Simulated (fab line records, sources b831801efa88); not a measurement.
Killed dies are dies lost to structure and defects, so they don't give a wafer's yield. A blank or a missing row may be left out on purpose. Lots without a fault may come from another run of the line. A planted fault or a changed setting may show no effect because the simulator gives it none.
fab line records | flow sky130
record lots=4 wafers=12 last_day=49
route steps=708 shown LOCAL_INTERCONNECT@400 CONTACT@406 METAL1@434 PAD_OPEN@708
lots that met no fault: from a run of the same line without faults
start_h: hours from the record's first day to the start of the lot's first wafer shown | wait_h: hours since the lot's step before | " the same as in the row above | L1.1+2: a row that stands for several wafers | - no value, or no start given | * or withheld: withheld | < > ~ a bound
route shown NAME@n: a module of which the file shows steps, and the number in the route of the first | usual: mean/standard deviation of fault-free wafers | same: alike in all rows | chamber/n: place in a boat | sites: the reading at each site | _std_site: their standard deviation | _edge_site: outer sites' mean less inner sites' | radius_mm: how far each site lies from the wafer's centre | mask NAME#n: copy n | behind: the tool/chamber that last shaped the wafer | hold: why the lot was held/for how many hours/how that ended | device: the transistor (n, p or np) that didn't switch | end of line: the same wafers' tests at the end of the route | a step without rows: its recipe alone | killed: dies lost to structure and defects at the first sort, not the wafer's yield | map: a wafer's dies, x killed, . not, _ none there
set.NAME: the setting as run; set.NAME@STEP: as run at that earlier step | model.NAME: the simulator's own value behind a step, which no gauge read
lots at some steps of the route; a table a step, a row a wafer
services: from which hour (start_h, from the record's first day; less than 0 if before it) a tool's chamber was out of use, for how many hours, and why
## steps
# step SKY_LOCAL_INTERCONNECT_ETCH_13
# recipe chemistry=N2/H2 target=BARC ion_energy_ev=200 bias_w=100 pressure_mtorr=30 n2_flow_sccm=100 h2_flow_sccm=200 icp_w=500 stop_on=SiO2 time_s=45.9 target_depth_a=600
# step SKY_LOCAL_INTERCONNECT_METAL_ETCH_14
# recipe target_depth_nm=110 stop_on=PSG chemistry=Cl2/BCl3 target=TiN resist_sidewall_deg=88 pressure_mtorr=10 icp_w=900 bias_w=48.5 Cl2_flow_sccm=60 bcl3_flow_sccm=30 time_s=31.4
# step SKY_LOCAL_INTERCONNECT_STRIP_15
# recipe chemistry=O2/N2 power_w=1400 pressure_mtorr=1500 platen_temp_c=withheld o2_flow_sccm=3000 n2_flow_sccm=300 overash_fraction=0.5
# step SKY_LOCAL_INTERCONNECT_STRIP_16
# recipe chemistry=post_etch_residue_remover time_s=1200 temp_c=72.5
# step SKY_LOCAL_INTERCONNECT_CLEAN_17
# recipe chemistry=IPA time_s=180 temp_c=25
# step SKY_LOCAL_INTERCONNECT_CLEAN_18
# recipe chemistry=O3/DIW dry=n2_spin
# step SKY_CONTACT_CVD_00
# recipe material=Si3N4 target_thk_nm=75 temp_c=400 time_s=withheld rf_w=450
# step SKY_CONTACT_HDPCVD_02
# recipe material=SiO2 target_thk_nm=565 sigma_open_frac=0.3 time_s=94.2 temp_c=600 sih4_flow_sccm=60 pressure_mtorr=6
# step SKY_CONTACT_CMP_04
# recipe material=SiO2 down_force_psi=4 platen_rpm=60 pad_velocity_m_s=0.94248
# usual motor_current_A=11.7/1.5 time_to_endpoint_s=82/4
# columns lot.wafer tool chamber start_h wait_h motor_current_A time_to_endpoint_s model.SiO2_of_CONTACT_HDPCVD_02.thk_nm
L252.1 cmp-02 0 762.63 0.2 14.8 100 414.4
L252.2 " 1 " " 11.0 101 415.3
L252.6 " 0 " " 14.2 78 339.3
L254.4 cmp-02 1 773.83 0.1 10.9 85 339.9
L254.3 " 3 " " 11.3 105 418.9
L254.1 " 0 " " 14.2 104 417.8
L260.1 cmp-01 0 826.20 0.1 9.5 86 341.9
L260.3 " 2 " " 11.3 76 340.3
L260.5 " 1 " " 12.4 87 341
L262.2 cmp-02 0 837.93 0.0 14.2 86 338.9
L262.3 " 1 " " 11.9 80 340.2
L262.1 " 2 " " 11.5 85 339.4
# step SKY_CONTACT_DEHYDRATE_06
# recipe temp_c=200 time_s=60
# step SKY_CONTACT_HMDS_07
# recipe prime_time_s=60 prime_temp_c=120
# step SKY_CONTACT_COAT_08
# recipe resist=BARC temp_c=withheld time_s=withheld spin_rpm=3000 resist_thk_nm=60
# step SKY_CONTACT_COAT_09
# recipe resist=KrF-thick spin_rpm=3000 resist_thk_nm=450
# step SKY_CONTACT_SOFTBAKE_10
# recipe temp_c=100 time_s=90 resist=KrF-thick
# step SKY_CONTACT_EXPOSE_11
# recipe mask_id=CTM1 na=0.8 source_shape=annular sigma_inner=0.55 sigma_outer=0.85 target_cd_nm=170 dose_mj=38
# step SKY_CONTACT_PEB_12
# recipe peb_temp_c=withheld peb_time_s=withheld resist=KrF-thick
# step SKY_CONTACT_DEVELOP_13
# recipe develop_time_s=60 resist=KrF-thick dev_temp_c=21
# step SKY_CONTACT_ETCH_16
# recipe chemistry=N2/H2 target=BARC ion_energy_ev=200 source_w=500 bias_w=100 pressure_mtorr=30 n2_flow_sccm=100 h2_flow_sccm=200 stop_on=SiO2 time_s=45.9 target_depth_a=600
# step SKY_CONTACT_ETCH_17
# recipe target=SiO2 chemistry=C4F8/O2/Ar stop_on=Si3N4 mask_material=KrF-thick source_w=1500 bias_w=1200 pressure_mtorr=40 c4f8_flow_sccm=withheld O2_flow_sccm=6 Ar_flow_sccm=300 time_s=withheld target_depth_a=3400
# usual bias_w=1199/3.3 chamber_pressure_mTorr=39.99/0.04 oes_product_au=0.892/0.0046
# columns lot.wafer tool chamber start_h wait_h bias_w chamber_pressure_mTorr oes_product_au model.etch.depth_nm model.CONTACT.feature_depth_nm
L252.1 rie_diel-04 0 789.44 0.0 1198 40.00 0.990 408.6 408.6
L252.2 " 3 " " 1198 40.04 0.995 412.6 412.6
L252.6 " 2 " " 1200 39.93 0.896 339.3 339.3
L254.1 rie_diel-04 0 800.45 0.0 1205 40.02 0.992 408.9 408.9
L254.3 " 2 " " 1195 40.01 0.991 411.8 411.8
L254.4 " 1 " " 1202 40.02 0.897 339.9 339.9
L260.1 rie_diel-04 0 852.69 0.0 1199 39.98 0.887 341.9 341.9
L260.3 " 3 " " 1198 40.01 0.892 340.3 340.3
L260.5 " 3 " " 1197 39.96 0.892 341 341
L262.1 rie_diel-02 0 864.59 0.0 1200 40.01 0.892 339.4 339.4
L262.2 " 2 " " 1195 39.97 0.893 338.9 338.9
L262.3 " 3 " " 1203 40.03 0.899 340.2 340.2
# step SKY_CONTACT_ETCH_18
# recipe target=Si3N4 chemistry=CHF3/O2 stop_on=TiN source_w=600 bias_w=200 pressure_mtorr=40 chf3_flow_sccm=50 O2_flow_sccm=5 time_s=39 target_depth_a=750
# step SKY_CONTACT_STRIP_19
# recipe chemistry=O2/N2 power_w=1400 pressure_mtorr=1500 platen_temp_c=withheld o2_flow_sccm=3000 n2_flow_sccm=300 overash_fraction=0.5
# step SKY_CONTACT_STRIP_20
# recipe chemistry=post_etch_residue_remover time_s=1200 temp_c=72.5
# step SKY_CONTACT_CLEAN_21
# recipe chemistry=IPA time_s=180 temp_c=25
# step SKY_CONTACT_CLEAN_22
# recipe chemistry=O3/DIW dry=n2_spin
# step SKY_CONTACT_SPUTTER_23
# recipe material=TiN target_thk_nm=20 chamber_pressure_pa=5 power_w=4000 time_s=80
# step SKY_CONTACT_CVD_24
# recipe material=W target_thk_nm=340 time_s=102.12 temp_c=400 pressure_torr=40
# step SKY_CONTACT_CMP_27
# recipe stop_on=SiO2 t_overpolish_s=15 down_force_psi=3.5 platen_rpm=60 target_thk_nm=0 pad_velocity_m_s=0.94248
# step SKY_METAL1_SPUTTER_00
# recipe material=Ti target_thk_nm=15 power_w=3000 time_s=10 chamber_pressure_pa=0.4
# step SKY_METAL1_SPUTTER_01
# recipe material=TiN target_thk_nm=20 power_w=6500 time_s=16.7 chamber_pressure_pa=0.4
# step SKY_METAL1_SPUTTER_02
# recipe material=AlCu target_thk_nm=250 power_w=10600 time_s=13.3 chamber_pressure_pa=0.4
# step SKY_METAL1_SPUTTER_03
# recipe material=Ti target_thk_nm=5 power_w=3000 time_s=3.3 chamber_pressure_pa=0.4
# step SKY_METAL1_SPUTTER_04
# recipe material=TiN target_thk_nm=70 power_w=6500 time_s=58.3 chamber_pressure_pa=0.4
# step SKY_METAL1_METAL_ETCH_19
# recipe target_depth_a=3600 stop_on=SiO2 over_etch_frac=0.3 time_s=78 chemistry=Cl2/BCl3 resist_sidewall_deg=88 pressure_mtorr=10 icp_w=900 bias_w=48.5 Cl2_flow_sccm=60 bcl3_flow_sccm=30
# usual bias_w=48.52/0.14 chamber_pressure_mTorr=10.001/0.0092 drypump_motor_current_A=5.8/0.47 oes_product_au=0.853/0.0055 throttle_valve_pct=22.266/0.0094
# columns lot.wafer tool chamber start_h wait_h bias_w chamber_pressure_mTorr drypump_motor_current_A oes_product_au rf_hours_counter_h throttle_valve_pct model.SiO2_of_CONTACT_HDPCVD_02.thk_nm
L252.1 rie_metal-02 1 817.84 0.0 48.52 10.010 6.5 0.847 6 22.260 400.4
L252.2 " 0 " " 48.31 10.001 5.3 0.853 8 22.290 401.1
L252.6 " 0 " " 48.32 10.005 5.3 0.857 - 22.261 325.1
L254.1 rie_metal-04 0 828.86 0.1 48.62 9.986 6.1 0.865 5 22.256 403.5
L254.3 " 0 " " 48.60 10.005 6.1 0.867 - 22.263 404.7
L254.4 " 0 " " 48.50 9.989 6.1 0.853 - 22.252 325.7
L260.1 rie_metal-01 1 880.60 0.0 48.56 10.006 5.5 0.856 9 22.260 327.9
L260.3 " 1 " " 48.89 9.991 5.5 0.853 - 22.254 326.2
L260.5 " 1 " " 48.62 10.003 5.4 0.857 - 22.267 327
L262.1 rie_metal-02 1 892.15 0.0 48.40 9.998 6.5 0.856 9 22.263 325.3
L262.2 " 0 " " 48.49 10.004 5.3 0.857 11 22.279 324.7
L262.3 " 0 " " 48.46 9.994 5.3 0.852 - 22.262 326
# step SKY_PAD_OPEN_PROBE_99
# usual killed_at_M0_to_M3=45/7.3 killed_at_M4_up=3.1/1.7 killed_at_contacts=25/5.1 killed_at_front_end=15/4.5 killed_at_other=0.3/0.56 killed_dies=88/9.4 killed_on_rim=17/4.3 killed_open=47/6.6 killed_short=40/6.9
# same gross_dies=492 killed_at_back_side=0
# columns lot.wafer tool chamber start_h wait_h killed_at_M0_to_M3 killed_at_M4_up killed_at_contacts killed_at_front_end killed_at_other killed_dies killed_on_rim killed_open killed_short model.etest.mcon_chain.rc_ohm
L252.1 prober-01 - 1116.86 0.1 41 1 101 22 1 166 51 52 40 27.55
L252.2 prober-01 - 1116.91 0.1 49 3 85 16 1 154 44 55 46 22.86
L252.6 prober-01 - 1117.11 0.2 35 1 32 29 0 97 25 55 42 16.72
L254.1 prober-02 - 1124.71 0.1 41 3 118 16 0 178 32 57 32 30.23
L254.3 prober-02 - 1124.81 0.2 48 2 145 14 3 212 12 41 45 27.95
L254.4 prober-02 - 1124.86 0.2 58 3 26 12 0 99 28 61 38 17.17
L260.1 prober-02 - 1163.61 0.1 46 2 16 15 0 79 16 36 43 16.25
L260.3 prober-02 - 1163.71 0.2 37 4 33 17 0 91 14 48 43 16.02
L260.5 prober-02 - 1163.81 0.2 31 4 29 14 0 78 10 42 36 16.46
L262.1 prober-02 - 1168.82 0.1 37 4 22 16 0 79 11 48 31 16.99
L262.2 prober-02 - 1168.87 0.1 49 3 22 9 0 83 11 51 32 16.46
L262.3 prober-02 - 1168.92 0.2 39 2 29 17 0 87 12 53 34 16.96
# killed by level:class
L252.1 CONTACT:area_cmp=74 CONTACT:geometric_particle:open=10 LI_CONTACT:geometric_particle:open=9 VIA1:geometric_particle:open=8 FIELD_ISO:geometric_particle:short=6 VIA1:geometric_particle:short=6 FIELD_ISO:geometric_particle:open=5 METAL1:geometric_particle:short=5
L252.2 CONTACT:area_cmp=53 VIA1:geometric_particle:open=16 VIA2:geometric_particle:open=10 LI_CONTACT:geometric_particle:open=10 CONTACT:geometric_particle:short=9 POLY_GATE:geometric_particle:short=7 CONTACT:geometric_particle:open=6 VIA1:geometric_particle:short=5
L252.6 CONTACT:geometric_particle:open=11 VIA1:geometric_particle:open=11 FIELD_ISO:geometric_particle:short=10 LI_CONTACT:geometric_particle:open=10 LI_CONTACT:geometric_particle:short=6 VIA3:geometric_particle:open=6 FIELD_ISO:geometric_particle:open=5 POLY_GATE:geometric_particle:short=5
L254.1 CONTACT:area_cmp=89 CONTACT:geometric_particle:open=15 VIA1:geometric_particle:open=14 VIA2:geometric_particle:open=9 POLY_GATE:geometric_particle:short=6 CONTACT:geometric_particle:short=6 LI_CONTACT:geometric_particle:open=4 VIA1:geometric_particle:short=4
L254.3 CONTACT:area_cmp=124 LI_CONTACT:geometric_particle:open=9 METAL2:geometric_particle:short=8 VIA3:geometric_particle:open=7 CONTACT:geometric_particle:short=6 VIA2:geometric_particle:open=6 FIELD_ISO:geometric_particle:open=5 METAL1:geometric_particle:short=5
L254.4 LI_CONTACT:geometric_particle:open=11 VIA3:geometric_particle:open=11 VIA1:geometric_particle:open=9 CONTACT:geometric_particle:open=8 METAL2:geometric_particle:short=7 VIA2:geometric_particle:open=7 FIELD_ISO:geometric_particle:short=5 VIA1:geometric_particle:short=5
L260.1 VIA1:geometric_particle:open=12 POLY_GATE:geometric_particle:short=9 METAL2:geometric_particle:short=8 VIA2:geometric_particle:open=6 LI_CONTACT:geometric_particle:open=4 CONTACT:geometric_particle:open=4 VIA1:geometric_particle:short=4 VIA3:geometric_particle:short=4
L260.3 LI_CONTACT:geometric_particle:open=10 CONTACT:geometric_particle:open=9 VIA1:geometric_particle:open=8 FIELD_ISO:geometric_particle:short=6 CONTACT:geometric_particle:short=6 LOCAL_INTERCONNECT:geometric_particle:short=5 VIA2:geometric_particle:open=5 POLY_GATE:geometric_particle:open=4
L260.5 CONTACT:geometric_particle:open=9 LI_CONTACT:geometric_particle:open=8 VIA1:geometric_particle:open=6 LOCAL_INTERCONNECT:geometric_particle:short=5 METAL1:geometric_particle:short=5 CONTACT:geometric_particle:short=4 FIELD_ISO:geometric_particle:short=3 POLY_GATE:geometric_particle:open=3
L262.1 LI_CONTACT:geometric_particle:open=10 VIA3:geometric_particle:open=8 CONTACT:geometric_particle:open=6 VIA1:geometric_particle:short=6 VIA2:geometric_particle:open=5 VIA1:geometric_particle:open=5 POLY_GATE:geometric_particle:open=4 POLY_GATE:geometric_particle:short=4
L262.2 VIA1:geometric_particle:open=13 LI_CONTACT:geometric_particle:open=8 CONTACT:geometric_particle:open=8 VIA2:geometric_particle:open=6 VIA3:geometric_particle:open=5 METAL1:geometric_particle:short=4 VIA3:geometric_particle:short=4 FIELD_ISO:geometric_particle:open=3
L262.3 VIA1:geometric_particle:open=11 LI_CONTACT:geometric_particle:open=10 CONTACT:geometric_particle:open=9 VIA3:geometric_particle:open=7 FIELD_ISO:geometric_particle:short=6 FIELD_ISO:geometric_particle:open=5 VIA1:geometric_particle:short=4 LOCAL_INTERCONNECT:geometric_particle:short=4
# map L252.1 (x killed, . not)
__________xxxxxxxxxx_________
________xxxx.xxxxxx..._______
______x....xxx.xxx..xx.._____
_____...x...x...xx..x...x____
____..x.........xxx......x___
___.x.xx....x..x....x......__
__..x......................._
_.x..x.....x.....xx.......xxx
_xx...x..xxx..x..x..xx...x..x
_xxxxxxx.x.....x..x....x..x..
_x.x......x.......x...xx....x
_xxxx.....x...x...........xx.
_xxx......x...x.xx.x.....xxx.
_xxxx..x.......x..x......x..x
_xxxxx........x...x.x......x.
__xxxx.x........x......x...x_
___xxx.x....x.x...........x__
____xx....x..x......x..x..___
_____x.xxx.x.x.xx...x....____
______x.xx........xx.xx._____
________x..x.........x_______
__________...xx..x.._________
# map L254.3 (x killed, . not)
__________.........._________
________...x.........._______
______....x...x........._____
_____....x......x........____
____...x..x..............x___
___.........x.x.x...x...xx.__
__.........x.x.xxxx........._
_..x..x.x.xxxxxxxxxxx..x.....
_.x.x......xxxxxxxxxxx.......
_......xxxxxxxxxxxxxxxx..x...
_.....xxxxxxxxxxxxxxxxxxxx.xx
_...x.x.xxxxxxxxxxxxxx...x...
_.x...xxxxxxxxxxxxxxxxxxx..x.
_....x..xxxxxxxxxxxxxxx.x.x..
_xx...x.xxxxxxxxxxxxxxx.....x
__xx....xxxxxxxxxxx.xx..xxx._
___......xxxxxxxxxxxxxx....__
____....x..xxx.x..x.......___
_____.....xx.x.x.........____
______x.......xx..x....._____
________.....xx.....x._______
__________.....x...._________
## services
# columns tool chamber start_h hours kind
cmp-01 - 742.12 5.6 pm
cmp-02 - 754.13 4.0 pm
cmp-02 - 758.13 - consumable_replace:conditioner
cmp-02 - 758.13 - consumable_replace:pad
cmp-02 - 766.34 6.1 repair
rie_metal-01 0 767.76 - clean
rie_metal-01 0 767.76 10.4 scheduled_down
rie_metal-01 0 767.76 10.4 vent_cycle
cmp-02 - 775.04 4.1 repair
rie_diel-02 1 776.63 1.7 repair
rie_diel-02 2 777.34 4.0 repair
cmp-02 - 779.14 6.8 pm
rie_metal-01 0 780.36 27.9 repair
rie_diel-02 - 794.17 4.3 pm
cmp-01 - 795.19 0.7 repair
cmp-01 - 795.73 1.3 repair
rie_diel-04 - 823.08 2.8 pm
rie_metal-04 1 828.19 28.1 repair
rie_diel-04 0 828.52 2.5 repair
rie_diel-04 2 835.11 3.0 repair
rie_metal-02 - 861.35 2.8 pm
rie_metal-02 - 865.02 0.2 repair
rie_diel-04 1 875.24 8.5 repair
rie_metal-04 1 887.75 8.3 repair
## key
first_sign step=SKY_CONTACT_CMP_04 reading=time_to_endpoint_s direction=up sigmas=5 usual=* struck=*
effect step=SKY_CONTACT_ETCH_17 reading=oes_product_au direction=up sigmas=22 usual=0.892 struck=0.992
effect step=SKY_PAD_OPEN_PROBE_99 reading=killed_at_contacts direction=up sigmas=17 usual=25 struck=112
model_effect step=SKY_CONTACT_CMP_04 value=SiO2_of_CONTACT_HDPCVD_02.thk_nm without=339.9 struck=416.6
model_effect step=SKY_CONTACT_ETCH_17 value=etch.depth_nm without=339.9 struck=410.5
model_effect step=SKY_METAL1_METAL_ETCH_19 value=SiO2_of_CONTACT_HDPCVD_02.thk_nm without=325.7 struck=402.4
model_effect step=SKY_PAD_OPEN_PROBE_99 value=etest.mcon_chain.rc_ohm without=16.62 struck=27.15
more_kills_born_at SKY_CONTACT_CMP_04@cmp-02=340
met_at SKY_CONTACT_CMP_04
struck_wafers L252.1,L252.2,L254.1,L254.3
tester_left_out L252,L254
fault kind=process_parameter_drift tool=cmp-02 chamber=- onset_h=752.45 steps=SKY_CONTACT_CMP_04 channel=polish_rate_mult offset=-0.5 shape=step end_h=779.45 scope=struck_wafers_only
# tester_left_out: of these lots the tester's yield and bins aren't shown, on N5 and GAA mostly nor the transistor test; their killed dies are dies lost to structure and defects alone, not to doping, threshold or leakage, so they don't give the yield
